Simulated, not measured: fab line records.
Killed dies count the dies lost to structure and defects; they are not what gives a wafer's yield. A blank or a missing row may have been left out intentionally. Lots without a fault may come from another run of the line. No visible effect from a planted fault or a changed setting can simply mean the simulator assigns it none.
fab line records	flow sky130
record lots=7	wafers=21	last_day=49
route steps=708 shown RES_PROTECT@214 POLY_GATE@217
lots that met no fault: taken from a fault-free run of the same line
start_h: start of the lot's first displayed wafer, in hours after the record's first day	wait_h: hours from the lot's prior step to this one	" as in the row above	L1.1+2: one row covering several wafers at once	- either no value or no given start	* or withheld: withheld	< > ~ a bound
route shown NAME@n: a module of which the file shows steps, and the number in the route of the first	usual: mean and standard deviation over wafers with no fault	same: alike in all rows	chamber/n: place in a boat	sites: each site's reading	_std_site: standard deviation across them	_edge_site: mean of outer sites minus mean of inner sites	radius_mm: how far each site lies from the wafer's centre	mask NAME#n: copy n	behind: the most recent tool/chamber to have shaped the wafer	hold: reason for holding the lot/hours on hold/outcome of the hold	device: which transistor (n, p or np) failed to switch	end of line: the route-end tests of the same wafers	step lacking rows: just its recipe	killed: dies lost to structure and defects at the first sort, not the wafer's yield	map: per-die view of a wafer (x killed, . not killed, _ where there is no die)
set.NAME: the setting the step ran with; set.NAME@STEP: the setting that earlier step ran with	model.NAME: the simulator's own value behind a step, which no gauge read
lots at some steps of the route; a table a step, a row a wafer
services: a tool's chamber out of use, with start hour (start_h, from the record's first day; less than 0 if before it), hours out, and reason
## steps
# step SKY_RES_PROTECT_STRIP_07
# recipe chemistry=O2/N2	power_w=1400	pressure_mtorr=1500	platen_temp_c=withheld	o2_flow_sccm=3000	n2_flow_sccm=300	overash_fraction=0.5
# usual drypump_motor_current_A=5.5/0.47	oes_product_au=0.517/0.0045	strip_time_to_endpoint_s=23.29/0.042
lot.wafer	tool	chamber	start_h	wait_h	drypump_motor_current_A	oes_product_au	rf_hours_counter_h	strip_time_to_endpoint_s
L844.3	plasma_asher-03	0	346.71	0.1	5.6	0.531	-	23.29
L844.5	"	0	"	"	5.6	0.516	-	23.27
L844.6	"	1	"	"	6.3	0.517	-	23.29
L853.2	plasma_asher-03	1	437.34	0.1	6.3	0.522	56	23.31
L853.4	"	1	"	"	6.4	0.517	-	23.31
L853.5	"	1	"	"	6.3	0.517	-	23.31
L855.3	plasma_asher-02	0	442.27	0.1	5.1	0.516	-	23.25
L855.5	"	0	"	"	5.1	0.518	-	23.21
L855.6	"	1	"	"	5.0	0.519	-	23.26
L854.2	plasma_asher-03	0	442.34	0.1	5.5	0.510	57	23.25
L854.4	"	0	"	"	5.6	0.509	-	23.25
L854.5	"	1	"	"	6.4	0.521	-	23.23
L857.1	plasma_asher-03	0	457.04	0.1	5.5	0.522	58	23.25
L857.2	"	1	"	"	6.4	0.521	58	23.23
L857.6	"	0	"	"	5.5	0.516	-	23.28
L861.3	plasma_asher-04	1	497.85	0.1	5.5	0.519	-	23.30
L861.4	"	0	"	"	5.6	0.520	-	23.28
L861.6	"	0	"	"	5.6	0.515	-	23.28
L863.2	plasma_asher-02	1	510.87	0.1	5.0	0.522	8	23.31
L863.3	"	0	"	"	5.1	0.507	-	23.28
L863.5	"	0	"	"	5.1	0.517	-	23.28
# step SKY_RES_PROTECT_TW_MEAS_08
# usual POLY_GATE_TW=4025/27
lot.wafer	tool	chamber	start_h	wait_h	POLY_GATE_TW
L844.3	film_metro-02	-	346.79	0.1	4005
L844.5	"	-	"	"	4014
L844.6	"	-	"	"	4005
L853.2	film_metro-02	-	437.45	0.1	4026
L853.4	"	-	"	"	4020
L853.5	"	-	"	"	3987
L855.3	film_metro-04	-	442.36	0.1	4043
L855.5	"	-	"	"	4066
L855.6	"	-	"	"	4058
L854.2	film_metro-03	-	442.45	0.1	4034
L854.4	"	-	"	"	4023
L854.5	"	-	"	"	4039
L857.1	film_metro-02	-	457.14	0.1	3990
L857.2	"	-	"	"	4000
L857.6	"	-	"	"	3983
L861.3	film_metro-04	-	497.94	0.1	4067
L861.4	"	-	"	"	4067
L861.6	"	-	"	"	4098
L863.2	film_metro-04	-	510.98	0.1	4035
L863.3	"	-	"	"	4056
L863.5	"	-	"	"	4031
# step SKY_RES_PROTECT_CLEAN_09
# recipe chemistry=SC1/SC2	mix=1:4:20	temp_c=70	time_s=150	dry=n2_spin
# step SKY_POLY_GATE_CVD_03
# recipe material=Si3N4	precursor=DCS/NH3	target_thk_nm=75	temp_c=770	time_s=1290	pressure_mtorr=250
# step SKY_POLY_GATE_THK_MEAS_04
# recipe reads=Si3N4_of_POLY_GATE_CVD_03
# usual POLY_GATE_CVD_03_THK=74.9/0.77
lot.wafer	tool	chamber	start_h	wait_h	POLY_GATE_CVD_03_THK[nm]
L844.3	film_metro-03	-	348.76	0.0	74.9
L844.5	"	-	"	"	74.7
L844.6	"	-	"	"	74.4
L853.2	film_metro-03	-	438.92	0.0	74.7
L853.4	"	-	"	"	74.9
L853.5	"	-	"	"	74.2
L855.3	film_metro-04	-	443.83	0.0	75.0
L855.5	"	-	"	"	75.1
L855.6	"	-	"	"	75.3
L854.2	film_metro-03	-	445.18	0.0	75.0
L854.4	"	-	"	"	74.6
L854.5	"	-	"	"	73.7
L857.1	film_metro-03	-	458.66	0.0	75.4
L857.2	"	-	"	"	75.1
L857.6	"	-	"	"	74.7
L861.3	film_metro-01	-	499.47	0.0	75.3
L861.4	"	-	"	"	76.1
L861.6	"	-	"	"	75.5
L863.2	film_metro-04	-	512.46	0.0	74.4
L863.3	"	-	"	"	74.6
L863.5	"	-	"	"	74.3
# step SKY_POLY_GATE_DEHYDRATE_05
# recipe temp_c=200	time_s=60
# step SKY_POLY_GATE_HMDS_06
# recipe prime_time_s=60	prime_temp_c=120
# step SKY_POLY_GATE_COAT_07
# recipe resist=BARC	temp_c=withheld	time_s=withheld	spin_rpm=3000	resist_thk_nm=110
# step SKY_POLY_GATE_COAT_08
# recipe resist=KrF-thick	spin_rpm=3000	resist_thk_nm=450
# step SKY_POLY_GATE_SOFTBAKE_09
# recipe temp_c=100	time_s=90	resist=KrF-thick
# step SKY_POLY_GATE_EXPOSE_10
# recipe mask_id=P1M	na=0.68	source_shape=conventional	sigma_outer=0.6	target_cd_nm=150	dose_mj=28
# step SKY_POLY_GATE_PEB_11
# recipe peb_temp_c=withheld	peb_time_s=withheld	resist=KrF-thick
# step SKY_POLY_GATE_DEVELOP_12
# recipe develop_time_s=60	resist=KrF-thick	dev_temp_c=21
# usual chill_plate_temp_C=23.01/0.12	develop_time_s=60/0
lot.wafer	tool	chamber	start_h	wait_h	chill_plate_temp_C	develop_time_s	model.KrF-thick_of_POLY_GATE_COAT_08.thk_nm
L844.3	litho_track-02	0	377	-	22.99	60	436
L844.5	"	0	"	"	23.08	60	436.7
L844.6	"	0	"	"	23.11	60	436.5
L853.2	litho_track-04	-	469	-	-	-	450.3
L853.4	"	-	"	"	-	-	449.5
L853.5	"	-	"	"	-	-	451.3
L855.3	litho_track-04	-	475	-	-	-	452.8
L855.5	"	-	"	"	-	-	452.2
L855.6	"	-	"	"	-	-	451.1
L854.2	litho_track-04	-	476	-	-	-	449.6
L854.4	"	-	"	"	-	-	450.1
L854.5	"	-	"	"	-	-	450.8
L857.1	litho_track-04	0	489	-	23.13	60	434.8
L857.2	"	0	"	"	23.12	60	435
L857.6	"	0	"	"	23.08	60	436.8
L861.3	litho_track-01	0	530	-	22.86	60	435.7
L861.4	"	0	"	"	22.92	60	434.6
L861.6	"	0	"	"	22.95	60	434.6
L863.2	litho_track-04	0	542	-	23.17	60	433
L863.3	"	0	"	"	23.20	60	435.3
L863.5	"	0	"	"	23.23	60	433.1
# step SKY_POLY_GATE_CD_MEAS_13
# recipe target_cd_nm=150
# usual cd_nm=149.5/1.1
lot.wafer	tool	chamber	start_h	wait_h	cd_nm
L844.3	cd_sem-01	-	377.28	-	149.0
L844.5	"	-	"	"	150.7
L844.6	"	-	"	"	149.7
L853.2	cd_sem-01	-	469.51	-	-
L853.4	"	-	"	"	-
L853.5	"	-	"	"	-
L855.3	cd_sem-01	-	475.83	-	-
L855.5	"	-	"	"	-
L855.6	"	-	"	"	-
L854.2	cd_sem-01	-	476.16	-	-
L854.4	"	-	"	"	-
L854.5	"	-	"	"	-
L857.1	cd_sem-01	-	489.39	-	150.2
L857.2	"	-	"	"	149.8
L857.6	"	-	"	"	150.5
L861.3	cd_sem-01	-	530.49	-	150.4
L861.4	"	-	"	"	149.6
L861.6	"	-	"	"	151.4
L863.2	cd_sem-01	-	543.01	-	151.8
L863.3	"	-	"	"	152.1
L863.5	"	-	"	"	151.7
## services
tool	chamber	start_h	hours	kind
plasma_asher-04	-	344.65	0.7	repair
plasma_asher-02	-	345.82	1.3	repair
plasma_asher-02	-	368.33	2.8	pm
litho_track-04	-	373.14	-	consumable_replace:filter
plasma_asher-03	-	377.40	2.6	repair
plasma_asher-02	-	421.25	9.0	pm
plasma_asher-02	0	421.25	9.0	vent_cycle
plasma_asher-02	1	421.25	9.0	vent_cycle
plasma_asher-02	0	430.25	-	clean
plasma_asher-02	1	430.25	-	clean
plasma_asher-03	-	450.07	2.8	pm
plasma_asher-02	-	523.57	0.7	repair
## key
first_sign step=SKY_POLY_GATE_DEVELOP_12	reading=tool_record	direction=missing
effect none on later readings
model_effect step=SKY_POLY_GATE_DEVELOP_12	value=KrF-thick_of_POLY_GATE_COAT_08.thk_nm	without=436.8	struck=450.9
met_at SKY_POLY_GATE_DEVELOP_12
struck_wafers L853.2,L853.4,L853.5,L854.2,L854.4,L854.5,L855.3,L855.5,L855.6
later_rows_left_out L853.2,L853.4,L853.5,L854.2,L854.4,L854.5,L855.3,L855.5,L855.6
sort_left_out L853.2,L853.4,L853.5,L854.2,L854.4,L854.5,L855.3,L855.5,L855.6
tester_left_out L853,L854,L855
fault kind=skipped_step_whole	tool=litho_track-04	chamber=-	onset_h=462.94	steps=SKY_POLY_GATE_DEVELOP_12	scope=struck_lots_only
# tester_left_out: of these lots the tester's yield and bins aren't shown, on N5 and GAA mostly nor the transistor test; their killed dies are dies lost to structure and defects alone, not to doping, threshold or leakage, so they don't give the yield
# sort_left_out: the simulated sort isn't trusted on such a fault, so these wafers' sort isn't shown, and their yield isn't known
# later_rows_left_out: the simulator's readings of these wafers behind a module that went badly wrong aren't trusted and aren't shown, but for the sort
